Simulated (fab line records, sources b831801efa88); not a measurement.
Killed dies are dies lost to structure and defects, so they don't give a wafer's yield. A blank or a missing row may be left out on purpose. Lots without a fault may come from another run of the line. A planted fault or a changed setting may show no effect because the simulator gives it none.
fab line records | flow sky130
record lots=13 wafers=39 last_day=50
route steps=708 shown CONTACT@430 VIA4@658 PAD_OPEN@702
lots that met no fault: from a run of the same line without faults
start_h: hours from the record's first day to the start of the lot's first wafer shown | wait_h: hours since the lot's step before | " the same as in the row above | L1.1+2: a row that stands for several wafers | - no value, or no start given | * or withheld: withheld | < > ~ a bound
route shown NAME@n: a module of which the file shows steps, and the number in the route of the first | usual: mean/standard deviation of fault-free wafers | same: alike in all rows | chamber/n: place in a boat | sites: the reading at each site | _std_site: their standard deviation | _edge_site: outer sites' mean less inner sites' | radius_mm: how far each site lies from the wafer's centre | mask NAME#n: copy n | behind: the tool/chamber that last shaped the wafer | hold: why the lot was held/for how many hours/how that ended | device: the transistor (n, p or np) that didn't switch | end of line: the same wafers' tests at the end of the route | a step without rows: its recipe alone | killed: dies lost to structure and defects at the first sort, not the wafer's yield | map: a wafer's dies, x killed, . not, _ none there
set.NAME: the setting as run; set.NAME@STEP: as run at that earlier step | model.NAME: the simulator's own value behind a step, which no gauge read
steps of the route over a sample of lots; a table a step, a row a wafer
services: from which hour (start_h, from the record's first day; less than 0 if before it) a tool's chamber was out of use, for how many hours, and why
## steps
# step SKY_CONTACT_CVD_24
# recipe material=W target_thk_nm=340 time_s=102.12 temp_c=400 pressure_torr=40
# usual heater_power_w=838/100
# columns lot.wafer tool chamber start_h wait_h heater_power_w
L732.2 cvd_w-02 1 748.40 0.0 936
L732.3 " 0 " " 719
L732.4 " 1 " " 944
L733.2 cvd_w-02 1 754.85 0.0 960
L733.5 " 0 " " 723
L733.6 " 1 " " 938
L736.2 cvd_w-02 0 788.45 0.0 706
L736.3 " 0 " " 712
L736.6 " 0 " " 743
L738.3 cvd_w-02 1 798.65 0.1 960
L738.4 " 0 " " 723
L738.5 " 0 " " 725
L741.2 cvd_w-01 1 818.36 0.0 743
L741.3 " 1 " " 775
L741.6 " 0 " " 880
L744.3 cvd_w-02 0 853.23 0.1 733
L744.4 " 1 " " 952
L744.5 " 1 " " 964
L743.1 cvd_w-01 1 853.41 0.0 773
L743.3 " 1 " " 754
L743.5 " 1 " " 768
L747.1 cvd_w-02 0 867.20 0.0 736
L747.2 " 1 " " 966
L747.6 " 0 " " 712
L748.2 cvd_w-02 0 874.95 0.0 721
L748.3 " 0 " " 736
L748.4 " 1 " " 982
L749.2 cvd_w-02 1 876.50 0.0 944
L749.3 " 0 " " 720
L749.4 " 1 " " 938
L750.3 cvd_w-02 1 886.90 0.1 955
L750.4 " 0 " " 735
L750.5 " 0 " " 703
L752.1 cvd_w-02 1 909.67 0.0 958
L752.4 " 1 " " 940
L752.6 " 1 " " 953
L753.1 cvd_w-02 0 912.46 0.0 716
L753.2 " 1 " " 955
L753.4 " 1 " " 956
# step SKY_VIA4_RS_MEAS_19
# recipe thk_meas_gauge=four-point-probe reads=W_of_VIA4_CVD_18+TiN_of_VIA4_SPUTTER_17
# usual VIA4_W_RS=0.2275/0.0024
# columns lot.wafer tool chamber start_h wait_h VIA4_W_RS[ohm/sq]
L732.2 film_metro-04 - 1015.51 0.1 0.2310
L732.3 " - " " 0.2311
L732.4 " - " " 0.2311
L733.2 film_metro-04 - 1022.15 0.1 0.2247
L733.5 " - " " 0.2265
L733.6 " - " " 0.2258
L736.2 film_metro-04 - 1051.29 0.1 0.2275
L736.3 " - " " 0.2281
L736.6 " - " " 0.2292
L738.3 film_metro-04 - 1058.70 0.1 0.2257
L738.4 " - " " 0.2276
L738.5 " - " " 0.2274
L741.2 film_metro-04 - 1072.97 0.1 0.2268
L741.3 " - " " 0.2310
L741.6 " - " " 0.2286
L743.1 film_metro-04 - 1100.64 0.1 0.2262
L743.3 " - " " 0.2224
L743.5 " - " " 0.2264
L744.3 film_metro-03 - 1101.42 0.1 0.2274
L744.4 " - " " 0.2285
L744.5 " - " " 0.2276
L747.1 film_metro-04 - 1112.57 0.1 0.2261
L747.2 " - " " 0.2260
L747.6 " - " " 0.2281
L748.2 film_metro-04 - 1118.72 0.1 0.2266
L748.3 " - " " 0.2256
L748.4 " - " " 0.2302
L749.2 film_metro-03 - 1122.59 0.2 0.2232
L749.3 " - " " 0.2266
L749.4 " - " " 0.2273
L750.3 film_metro-02 - 1129.07 0.1 0.2328
L750.4 " - " " 0.2289
L750.5 " - " " 0.2310
L752.1 film_metro-04 - 1145.17 0.1 0.2286
L752.4 " - " " 0.2228
L752.6 " - " " 0.2250
L753.1 film_metro-03 - 1148.28 0.1 0.2282
L753.2 " - " " 0.2266
L753.4 " - " " 0.2281
# step SKY_VIA4_THK_MEAS_20
# recipe thk_meas_gauge=xrf reads=W_of_VIA4_CVD_18
# usual VIA4_W_THK=515/6
# columns lot.wafer tool chamber start_h wait_h VIA4_W_THK[nm]
L732.2 film_metro-04 - 1015.62 0.1 505
L732.3 " - " " 508
L732.4 " - " " 507
L733.2 film_metro-04 - 1022.26 0.1 520
L733.5 " - " " 519
L733.6 " - " " 521
L736.2 film_metro-04 - 1051.40 0.1 512
L736.3 " - " " 506
L736.6 " - " " 508
L738.3 film_metro-04 - 1058.80 0.1 517
L738.4 " - " " 516
L738.5 " - " " 515
L741.2 film_metro-04 - 1073.08 0.1 517
L741.3 " - " " 509
L741.6 " - " " 516
L743.1 film_metro-04 - 1100.76 0.1 516
L743.3 " - " " 525
L743.5 " - " " 515
L744.3 film_metro-03 - 1101.52 0.1 517
L744.4 " - " " 514
L744.5 " - " " 519
L747.1 film_metro-04 - 1112.69 0.1 516
L747.2 " - " " 520
L747.6 " - " " 515
L748.2 film_metro-04 - 1118.83 0.1 518
L748.3 " - " " 514
L748.4 " - " " 514
L749.2 film_metro-03 - 1122.70 0.1 528
L749.3 " - " " 519
L749.4 " - " " 516
L750.3 film_metro-02 - 1129.17 0.1 507
L750.4 " - " " 518
L750.5 " - " " 510
L752.1 film_metro-04 - 1145.29 0.1 519
L752.4 " - " " 525
L752.6 " - " " 525
L753.1 film_metro-03 - 1148.40 0.1 516
L753.2 " - " " 519
L753.4 " - " " 519
# step SKY_PAD_OPEN_STRIP_08
# recipe chemistry=O2/N2 power_w=1400 pressure_mtorr=1500 platen_temp_c=withheld overash_fraction=0.7 o2_flow_sccm=3000 n2_flow_sccm=300
# usual drypump_motor_current_A=5.5/0.57 oes_product_au=0.663/0.005 strip_time_to_endpoint_s=37.04/0.081
# columns lot.wafer tool chamber start_h wait_h drypump_motor_current_A oes_product_au rf_hours_counter_h strip_time_to_endpoint_s
L732.2 plasma_asher-01 0 1083.12 0.1 4.7 0.669 96 37.01
L732.3 " 1 " " 6.3 0.660 - 37.07
L732.4 " 0 " " 4.7 0.658 - 37.10
L733.2 plasma_asher-03 0 1088.71 0.1 4.9 0.664 34 37.06
L733.5 " 1 " " 5.9 0.662 - 37.17
L733.6 " 0 " " 4.9 0.665 - 37.10
L736.2 plasma_asher-03 1 1116.01 0.1 6.0 0.665 37 36.95
L736.3 " 1 " " 6.0 0.660 - 37.02
L736.6 " 1 " " 6.0 0.666 - 37.02
L738.3 plasma_asher-02 0 1120.41 0.1 5.7 0.662 - 37.11
L738.4 " 1 " " 5.7 0.664 - 37.10
L738.5 " 1 " " 5.7 0.663 - 37.13
L741.2 plasma_asher-01 0 1134.27 0.1 4.7 0.660 101 36.94
L741.3 " 1 " " 6.3 0.666 - 36.83
L741.6 " 1 " " 6.3 0.662 - 36.95
L743.1 plasma_asher-03 0 1158.67 0.1 4.9 0.660 39 37.06
L743.3 " 0 " " 4.9 0.665 - 37.07
L743.5 " 0 " " 4.9 0.665 - 37.08
L744.3 plasma_asher-01 1 1159.91 0.1 6.3 0.668 - 37.08
L744.4 " 0 " " 4.6 0.657 - 37.01
L744.5 " 0 " " 4.7 0.662 - 37.11
L747.1 plasma_asher-03 1 1169.47 0.1 6.0 0.659 40 37.12
L747.2 " 0 " " 4.9 0.662 40 37.06
L747.6 " 0 " " 4.9 0.667 - 37.03
L748.2 plasma_asher-01 0 1174.33 0.1 4.7 0.664 105 37.12
L748.3 " 0 " " 4.7 0.661 - 37.06
L748.4 " 1 " " 6.3 0.664 - 37.10
L749.2 plasma_asher-03 0 1177.62 0.1 4.9 0.659 41 37.10
L749.3 " 0 " " 4.9 0.659 - 37.01
L749.4 " 1 " " 6.0 0.658 - 37.02
L750.3 plasma_asher-03 1 1182.75 0.1 5.9 0.658 - 37.02
L750.4 " 0 " " 5.0 0.670 - 37.00
L750.5 " 0 " " 5.0 0.659 - 37.02
L752.1 plasma_asher-03 0 1196.53 0.1 5.0 0.660 43 36.99
L752.4 " 1 " " 6.0 0.665 - 36.94
L752.6 " 1 " " 6.0 0.656 - 36.97
L753.1 plasma_asher-01 1 1200.07 0.1 6.3 0.657 108 37.20
L753.2 " 0 " " 4.7 0.660 108 37.03
L753.4 " 0 " " 4.7 0.662 - 36.95
# step SKY_PAD_OPEN_PROBE_99
# usual killed_at_M0_to_M3=43/6.7 killed_at_M4_up=3.2/1.9 killed_at_contacts=24/5.9 killed_at_front_end=15/4.1 killed_at_other=0.3/0.56 killed_dies=86/9.5 killed_open=47/7.4 killed_short=39/5.5
# same gross_dies=492 killed_at_back_side=0
# columns lot.wafer tool chamber start_h wait_h hold killed_at_M0_to_M3 killed_at_M4_up killed_at_contacts killed_at_front_end killed_at_other killed_dies killed_open killed_short
L732.2 prober-01 - 1085.47 0.1 - 43 3 32 9 0 87 41 46
L732.3 prober-01 - 1085.52 0.2 - 42 1 32 10 0 85 46 39
L732.4 prober-01 - 1085.57 0.2 - 50 3 24 13 0 90 46 44
L733.2 prober-02 - 1090.98 0.1 - 30 2 18 13 0 63 36 27
L733.5 prober-02 - 1091.13 0.2 - 40 6 16 10 1 73 32 41
L733.6 prober-02 - 1091.18 0.2 - 38 1 22 10 0 71 37 34
L736.2 prober-01 - 1118.34 0.1 await_dispo/2.1h/release 40 3 72 12 0 127 31 37
L736.3 prober-01 - 1118.39 0.2 await_dispo/2.1h/release 38 2 88 10 0 138 45 34
L736.6 prober-01 - 1118.54 0.2 await_dispo/2.1h/release 42 5 69 14 0 130 49 28
L738.3 prober-02 - 1123.05 0.2 await_dispo/4.9h/release 32 3 27 7 0 69 43 26
L738.4 prober-02 - 1123.10 0.2 await_dispo/4.9h/release 47 3 72 18 0 140 53 32
L738.5 prober-02 - 1123.15 0.2 await_dispo/4.9h/release 33 4 68 13 0 118 29 36
L741.2 prober-02 - 1136.70 0.1 - 43 2 27 10 0 82 45 37
L741.3 prober-02 - 1136.75 0.2 - 60 4 25 19 0 108 62 46
L741.6 prober-02 - 1136.90 0.2 - 40 5 21 15 0 81 46 35
L743.1 prober-02 - 1160.89 0.1 - 45 7 17 18 0 87 51 36
L743.3 prober-02 - 1160.99 0.2 - 54 8 27 9 1 99 48 51
L743.5 prober-02 - 1161.09 0.2 - 40 4 13 12 0 69 33 36
L744.3 prober-01 - 1162.30 0.2 - 39 2 25 14 1 81 42 39
L744.4 prober-01 - 1162.35 0.2 - 42 1 34 15 0 92 50 42
L744.5 prober-01 - 1162.40 0.2 - 37 2 25 19 1 84 40 44
L747.1 prober-02 - 1171.68 0.1 - 38 3 30 17 0 88 40 48
L747.2 prober-02 - 1171.73 0.1 - 46 3 27 18 0 94 52 42
L747.6 prober-02 - 1171.93 0.2 - 42 2 25 14 0 83 52 31
L748.2 prober-01 - 1176.59 0.1 - 49 3 22 16 0 90 61 29
L748.3 prober-01 - 1176.64 0.2 - 50 2 25 12 0 89 50 39
L748.4 prober-01 - 1176.69 0.2 - 47 7 26 14 0 94 53 41
L749.2 prober-02 - 1179.88 0.1 - 40 3 28 12 1 84 43 41
L749.3 prober-02 - 1179.93 0.2 - 53 5 24 22 0 104 60 44
L749.4 prober-02 - 1179.98 0.2 - 40 2 23 16 0 81 42 39
L750.3 prober-01 - 1185.04 0.2 - 41 3 21 16 1 82 47 35
L750.4 prober-01 - 1185.09 0.2 - 45 2 20 12 0 79 44 35
L750.5 prober-01 - 1185.14 0.2 - 50 0 19 11 1 81 41 40
L752.1 prober-01 - 1198.79 0.1 - 34 7 20 12 0 73 36 37
L752.4 prober-01 - 1198.94 0.2 - 45 5 22 13 0 85 47 38
L752.6 prober-01 - 1199.04 0.2 - 37 4 12 7 0 60 24 36
L753.1 prober-02 - 1202.32 0.1 - 49 1 21 10 0 81 38 43
L753.2 prober-02 - 1202.37 0.1 - 39 3 19 19 0 80 46 34
L753.4 prober-02 - 1202.47 0.2 - 53 4 20 12 0 89 47 42
# killed by level:class
L732.2 CONTACT:geometric_particle:open=9 CONTACT:geometric_particle:short=8 VIA1:geometric_particle:open=8 METAL1:geometric_particle:short=7 LOCAL_INTERCONNECT:geometric_particle:short=6 VIA2:geometric_particle:open=6 VIA3:geometric_particle:open=6 LI_CONTACT:geometric_particle:open=5
L732.3 VIA1:geometric_particle:open=12 LI_CONTACT:geometric_particle:open=10 CONTACT:geometric_particle:open=9 CONTACT:geometric_particle:short=7 METAL2:geometric_particle:short=6 LOCAL_INTERCONNECT:geometric_particle:short=5 VIA1:geometric_particle:short=5 VIA2:geometric_particle:open=5
L732.4 VIA3:geometric_particle:open=10 VIA1:geometric_particle:open=9 METAL1:geometric_particle:short=7 METAL2:geometric_particle:short=7 FIELD_ISO:geometric_particle:open=6 LI_CONTACT:geometric_particle:open=6 CONTACT:geometric_particle:short=6 VIA2:geometric_particle:open=6
L733.2 VIA1:geometric_particle:open=7 CONTACT:geometric_particle:open=6 METAL2:geometric_particle:short=5 VIA3:geometric_particle:open=5 METAL1:geometric_particle:short=4 VIA1:geometric_particle:short=4 POLY_GATE:geometric_particle:short=3 LI_CONTACT:geometric_particle:open=3
L733.5 VIA1:geometric_particle:open=9 CONTACT:geometric_particle:open=8 METAL2:geometric_particle:short=6 FIELD_ISO:geometric_particle:short=5 METAL4:geometric_particle:short=5 VIA2:geometric_particle:short=5 VIA1:geometric_particle:short=4 LI_CONTACT:geometric_particle:open=3
L733.6 VIA1:geometric_particle:open=11 CONTACT:geometric_particle:short=6 LI_CONTACT:geometric_particle:open=5 METAL2:geometric_particle:short=5 CONTACT:geometric_particle:open=5 VIA1:geometric_particle:short=5 VIA3:geometric_particle:open=5 METAL1:geometric_particle:short=4
L736.2 CONTACT:unspecified=59 METAL1:geometric_particle:short=7 VIA1:geometric_particle:open=7 CONTACT:geometric_particle:open=6 METAL2:geometric_particle:short=5 FIELD_ISO:geometric_particle:short=4 VIA1:geometric_particle:short=4 VIA2:geometric_particle:open=4
L736.3 CONTACT:unspecified=59 CONTACT:geometric_particle:open=11 VIA2:geometric_particle:open=10 VIA1:geometric_particle:open=8 CONTACT:geometric_particle:short=5 LI_CONTACT:geometric_particle:open=4 METAL1:geometric_particle:short=4 METAL2:geometric_particle:short=4
L736.6 CONTACT:unspecified=53 VIA1:geometric_particle:open=10 VIA2:geometric_particle:open=7 POLY_GATE:geometric_particle:open=6 LI_CONTACT:geometric_particle:open=5 VIA1:geometric_particle:short=5 VIA3:geometric_particle:open=5 CONTACT:geometric_particle:open=4
L738.3 VIA3:geometric_particle:open=10 LI_CONTACT:geometric_particle:open=8 CONTACT:geometric_particle:open=8 VIA2:geometric_particle:open=8 VIA1:geometric_particle:open=5 FIELD_ISO:geometric_particle:short=4 LI_CONTACT:geometric_particle:short=4 LOCAL_INTERCONNECT:geometric_particle:short=4
L738.4 CONTACT:unspecified=55 VIA1:geometric_particle:open=10 VIA3:geometric_particle:open=9 CONTACT:geometric_particle:open=7 VIA2:geometric_particle:open=7 FIELD_ISO:geometric_particle:open=6 METAL1:geometric_particle:short=5 VIA1:geometric_particle:short=4
L738.5 CONTACT:unspecified=53 VIA1:geometric_particle:open=6 FIELD_ISO:geometric_particle:short=5 LI_CONTACT:geometric_particle:open=5 METAL1:geometric_particle:short=5 VIA3:geometric_particle:open=5 CONTACT:geometric_particle:short=4 METAL2:geometric_particle:short=4
L741.2 CONTACT:geometric_particle:open=11 METAL1:geometric_particle:short=8 VIA1:geometric_particle:open=7 VIA3:geometric_particle:open=6 LI_CONTACT:geometric_particle:open=5 CONTACT:geometric_particle:short=5 VIA1:geometric_particle:short=5 VIA2:geometric_particle:open=5
L741.3 CONTACT:geometric_particle:open=15 VIA3:geometric_particle:open=11 FIELD_ISO:geometric_particle:open=9 LI_CONTACT:geometric_particle:open=8 VIA1:geometric_particle:short=8 VIA1:geometric_particle:open=8 FIELD_ISO:geometric_particle:short=7 METAL1:geometric_particle:short=7
L741.6 VIA1:geometric_particle:open=14 LI_CONTACT:geometric_particle:open=6 CONTACT:geometric_particle:open=6 METAL1:geometric_particle:short=6 CONTACT:geometric_particle:short=5 POLY_GATE:geometric_particle:short=5 VIA2:geometric_particle:open=5 VIA3:geometric_particle:open=5
L743.1 VIA1:geometric_particle:open=13 CONTACT:geometric_particle:open=10 METAL1:geometric_particle:short=8 VIA2:geometric_particle:open=7 METAL4:geometric_particle:short=6 LI_CONTACT:geometric_particle:open=4 FIELD_ISO:geometric_particle:short=3 POLY_GATE:geometric_particle:open=3
L743.3 VIA1:geometric_particle:open=14 CONTACT:geometric_particle:open=10 LI_CONTACT:geometric_particle:open=9 VIA3:geometric_particle:open=8 METAL4:geometric_particle:short=8 METAL1:geometric_particle:short=7 VIA1:geometric_particle:short=6 METAL2:geometric_particle:short=6
L743.5 VIA1:geometric_particle:open=6 CONTACT:geometric_particle:open=5 METAL1:geometric_particle:short=5 VIA2:geometric_particle:short=5 VIA3:geometric_particle:open=5 FIELD_ISO:geometric_particle:short=4 POLY_GATE:geometric_particle:short=4 METAL2:geometric_particle:short=4
L744.3 CONTACT:geometric_particle:open=9 METAL1:geometric_particle:short=7 VIA1:geometric_particle:open=7 LI_CONTACT:geometric_particle:open=6 VIA2:geometric_particle:open=6 VIA3:geometric_particle:open=5 LOCAL_INTERCONNECT:geometric_particle:short=4 CONTACT:geometric_particle:short=4
L744.4 LI_CONTACT:geometric_particle:open=12 VIA1:geometric_particle:open=11 CONTACT:geometric_particle:open=9 METAL1:geometric_particle:short=7 VIA2:geometric_particle:open=6 CONTACT:geometric_particle:short=5 LI_CONTACT:geometric_particle:short=4 LOCAL_INTERCONNECT:geometric_particle:short=4
L744.5 VIA1:geometric_particle:open=10 VIA3:geometric_particle:open=8 CONTACT:geometric_particle:open=7 FIELD_ISO:geometric_particle:short=6 POLY_GATE:geometric_particle:open=6 LOCAL_INTERCONNECT:geometric_particle:short=6 METAL1:geometric_particle:short=5 METAL2:geometric_particle:short=5
L747.1 LI_CONTACT:geometric_particle:open=10 CONTACT:geometric_particle:short=10 VIA1:geometric_particle:short=8 VIA1:geometric_particle:open=7 VIA3:geometric_particle:open=7 POLY_GATE:geometric_particle:open=5 CONTACT:geometric_particle:open=5 FIELD_ISO:geometric_particle:short=4
L747.2 VIA1:geometric_particle:open=14 LI_CONTACT:geometric_particle:open=9 METAL1:geometric_particle:short=8 CONTACT:geometric_particle:open=7 VIA2:geometric_particle:open=6 POLY_GATE:geometric_particle:open=5 FIELD_ISO:geometric_particle:short=5 LOCAL_INTERCONNECT:geometric_particle:short=5
L747.6 CONTACT:geometric_particle:open=11 VIA1:geometric_particle:open=8 METAL1:geometric_particle:short=7 LI_CONTACT:geometric_particle:open=6 VIA2:geometric_particle:open=6 VIA3:geometric_particle:open=6 FIELD_ISO:geometric_particle:short=5 CONTACT:geometric_particle:short=4
L748.2 VIA1:geometric_particle:open=17 LI_CONTACT:geometric_particle:open=9 CONTACT:geometric_particle:open=8 VIA2:geometric_particle:open=7 VIA3:geometric_particle:short=7 VIA3:geometric_particle:open=6 FIELD_ISO:geometric_particle:open=5 POLY_GATE:geometric_particle:open=5
L748.3 VIA1:geometric_particle:open=16 LOCAL_INTERCONNECT:geometric_particle:short=7 VIA2:geometric_particle:open=7 CONTACT:geometric_particle:short=6 CONTACT:geometric_particle:open=6 LI_CONTACT:geometric_particle:open=5 VIA1:geometric_particle:short=5 METAL2:geometric_particle:short=5
L748.4 VIA1:geometric_particle:open=14 VIA3:geometric_particle:open=9 CONTACT:geometric_particle:open=9 LI_CONTACT:geometric_particle:open=6 LOCAL_INTERCONNECT:geometric_particle:short=6 VIA1:geometric_particle:short=5 VIA2:geometric_particle:short=4 VIA2:geometric_particle:open=4
L749.2 CONTACT:geometric_particle:open=14 VIA1:geometric_particle:short=8 VIA1:geometric_particle:open=6 VIA2:geometric_particle:open=6 LOCAL_INTERCONNECT:geometric_particle:short=5 CONTACT:geometric_particle:short=5 METAL1:geometric_particle:short=5 METAL3:geometric_particle:short=4
L749.3 VIA1:geometric_particle:open=12 CONTACT:geometric_particle:open=10 FIELD_ISO:geometric_particle:open=7 VIA1:geometric_particle:short=7 VIA2:geometric_particle:open=6 METAL2:geometric_particle:short=6 VIA3:geometric_particle:open=6 LI_CONTACT:geometric_particle:open=5
L749.4 LI_CONTACT:geometric_particle:open=10 METAL1:geometric_particle:short=10 CONTACT:geometric_particle:open=6 VIA1:geometric_particle:open=6 FIELD_ISO:geometric_particle:short=5 CONTACT:geometric_particle:short=5 VIA1:geometric_particle:short=5 VIA2:geometric_particle:open=5
L750.3 CONTACT:geometric_particle:open=9 VIA1:geometric_particle:open=9 VIA2:geometric_particle:open=8 VIA1:geometric_particle:short=7 FIELD_ISO:geometric_particle:open=5 LOCAL_INTERCONNECT:geometric_particle:short=5 POLY_GATE:geometric_particle:open=4 CONTACT:geometric_particle:short=4
L750.4 VIA1:geometric_particle:open=10 CONTACT:geometric_particle:open=9 VIA2:geometric_particle:open=7 METAL1:geometric_particle:short=6 VIA3:geometric_particle:open=5 CONTACT:geometric_particle:short=5 METAL2:geometric_particle:short=4 POLY_GATE:geometric_particle:short=3
L750.5 VIA1:geometric_particle:open=12 VIA2:geometric_particle:open=9 CONTACT:geometric_particle:open=7 VIA1:geometric_particle:short=6 METAL1:geometric_particle:short=5 METAL2:geometric_particle:short=5 POLY_GATE:geometric_particle:short=4 LOCAL_INTERCONNECT:geometric_particle:short=4
L752.1 CONTACT:geometric_particle:open=8 VIA3:geometric_particle:open=8 VIA1:geometric_particle:open=6 METAL4:geometric_particle:short=6 FIELD_ISO:geometric_particle:short=5 METAL1:geometric_particle:short=5 LI_CONTACT:geometric_particle:open=4 METAL3:geometric_particle:short=4
L752.4 VIA3:geometric_particle:open=9 VIA1:geometric_particle:open=7 VIA2:geometric_particle:open=7 CONTACT:geometric_particle:open=7 VIA1:geometric_particle:short=6 LI_CONTACT:geometric_particle:short=5 VIA2:geometric_particle:short=5 FIELD_ISO:geometric_particle:open=4
L752.6 VIA1:geometric_particle:open=8 METAL2:geometric_particle:short=8 LI_CONTACT:geometric_particle:open=5 METAL1:geometric_particle:short=4 VIA1:geometric_particle:short=4 VIA2:geometric_particle:open=4 VIA2:geometric_particle:short=3 METAL4:geometric_particle:short=3
L753.1 VIA1:geometric_particle:open=12 LOCAL_INTERCONNECT:geometric_particle:short=6 CONTACT:geometric_particle:open=6 METAL1:geometric_particle:short=6 VIA1:geometric_particle:short=5 CONTACT:geometric_particle:short=5 METAL2:geometric_particle:short=5 VIA2:geometric_particle:open=5
L753.2 VIA1:geometric_particle:open=10 FIELD_ISO:geometric_particle:open=6 VIA1:geometric_particle:short=6 CONTACT:geometric_particle:open=5 LI_CONTACT:geometric_particle:short=5 METAL2:geometric_particle:short=5 VIA2:geometric_particle:open=5 VIA3:geometric_particle:open=5
L753.4 VIA1:geometric_particle:open=13 VIA2:geometric_particle:open=8 LOCAL_INTERCONNECT:geometric_particle:short=5 CONTACT:geometric_particle:open=5 VIA1:geometric_particle:short=5 VIA2:geometric_particle:short=5 VIA3:geometric_particle:open=5 METAL1:geometric_particle:short=4
## services
# columns tool chamber start_h hours kind
cvd_w-01 1 728.82 4.6 repair
cvd_w-01 - 729.35 1.2 repair
plasma_asher-03 - 733.75 9.0 pm
plasma_asher-03 0 733.75 9.0 vent_cycle
plasma_asher-03 1 733.75 9.0 vent_cycle
plasma_asher-03 0 742.75 - clean
plasma_asher-03 1 742.75 - clean
plasma_asher-02 - 758.76 0.7 repair
cvd_w-02 - 771.61 6.0 pm
plasma_asher-03 - 805.87 1.7 repair
cvd_w-01 - 904.00 14.0 pm
cvd_w-01 0 904.00 14.0 vent_cycle
cvd_w-01 1 904.00 14.0 vent_cycle
cvd_w-01 0 918.00 - clean
cvd_w-01 1 918.00 - clean
cvd_w-02 1 969.02 3.4 repair
plasma_asher-02 - 1029.89 1.2 repair
cvd_w-02 - 1055.51 0.9 repair
cvd_w-02 - 1089.77 6.9 pm
cvd_w-02 1 1115.11 20.3 repair
plasma_asher-03 - 1120.43 19.1 repair
cvd_w-02 - 1178.36 0.5 repair
cvd_w-01 - 1188.18 1.2 repair
## key
first_sign step=SKY_PAD_OPEN_PROBE_99 reading=killed_at_contacts direction=up sigmas=8.4 usual=24 struck=74
effect step=SKY_PAD_OPEN_PROBE_99 reading=killed_dies direction=up sigmas=4.7 usual=86 struck=131
met_at SKY_CONTACT_CVD_24
struck_lots L736,L738
struck_wafers L736.2,L736.3,L736.6,L738.4,L738.5
tester_left_out L736,L738
not_acting_at SKY_VIA4_RS_MEAS_19,SKY_VIA4_THK_MEAS_20,SKY_PAD_OPEN_STRIP_08
onset_between 754.85 788.45
fault kind=chamber_particle_source tool=cvd_w-02 chamber=0 onset_h=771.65 steps=SKY_CONTACT_CVD_24 rate_per_visit_cm2=1.48 end_h=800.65
# tester_left_out: of these lots the tester's yield and bins aren't shown, on N5 and GAA mostly nor the transistor test; their killed dies are dies lost to structure and defects alone, not to doping, threshold or leakage, so they don't give the yield
